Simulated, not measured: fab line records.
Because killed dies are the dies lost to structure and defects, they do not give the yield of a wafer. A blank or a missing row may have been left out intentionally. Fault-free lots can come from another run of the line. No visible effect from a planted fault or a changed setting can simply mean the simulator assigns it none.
Code-filled problem report in 8D (eight disciplines) form    flow sky130    the parts of the form that need people (team, actions taken, sign-off) are left out

== 1. PROBLEM STATEMENT ==
beamEnergyKeV at SKY_SONOS_TUNNEL_IMPLANT_09 reads a mean of 19.079 on 6 wafers of 2 lots; wafers without a fault read 19.999 with a standard deviation of 0.0067. That is -99 or more standard deviations from the usual mean.
First observed at day 17 14:56: wafer L285.1, on implanter-01. Wafers with a number at this step in the record: 18, from 6 lots. The rule behind "out" and "out of limits": a value lying over 4 standard deviations away from the usual mean. All remaining wafers that have a number are taken as sound.

== 2. WHAT IT IS; WHAT IT IS NOT ==
question                     is                      is not
which readings at this step  beamEnergyKeV           beamOnS
which lots                   L285, L288              L266, L274, L277, L289
which wafers of those lots   all that have a number  -
read on which tools          implanter-01            implanter-04
when                         from day 17 14:56       up to then (9 sound wafers); but 3 sound wafers of L289 came after

== 3. SUSPECTS, AND WHAT RULES EACH OUT ==
Counting: a tool stays on the suspect list if, at a process step up to the reading, it processed all lots that are out and no sound lot following the first of them.
- plasmaAsher-03 at SKY_VT_ADJUST_PCH_STRIP_09 (strips in O2/N2): kept. Every lot that is out went through it, starting with L285 (day 16 10:32), and after that it ran no sound lot; the last sound lot it ran before then is L277 (day 14 05:31).
- implanter-01 at SKY_SONOS_TUNNEL_IMPLANT_09: kept. Every lot that is out went through it, starting with L285 (day 17 14:56), and after that it ran no sound lot; the last sound lot it ran before then is L274 (day 14 02:03). Its own beamEnergyKeV readings are out on those wafers.
Left after counting: plasmaAsher-03 at SKY_VT_ADJUST_PCH_STRIP_09, implanter-01 at SKY_SONOS_TUNNEL_IMPLANT_09.

== 4. THE CAUSE (what the simulator had put in) ==
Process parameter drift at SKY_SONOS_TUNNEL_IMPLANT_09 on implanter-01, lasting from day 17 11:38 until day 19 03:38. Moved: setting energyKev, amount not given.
After counting, 2 suspects remain, this tool included.

== 5. THE EFFECT CHAIN, in route order ==
Each row: a reading where the mean over the struck wafers with a number is more than 3 standard deviations away from the usual. Readings are gone through only where the record gives a usual standard deviation; hours: the median, over the lots, of the time from a lot's start at the first step in this table giving one to that lot's start at this step; sigmas: the change measured in usual standard deviations.
hours  step                         reading        usual   on struck wafers  change  sigmas
0      SKY_SONOS_TUNNEL_IMPLANT_09  beamEnergyKeV  19.999  19.079            -0.920  -99 or more
Process steps it contains:
- SKY_SONOS_TUNNEL_IMPLANT_09

== 6. HOW IT WOULD HAVE BEEN CAUGHT EARLIER ==
First out-of-limits reading in this record: day 17 14:56, which is 3 hours after fault onset at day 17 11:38.
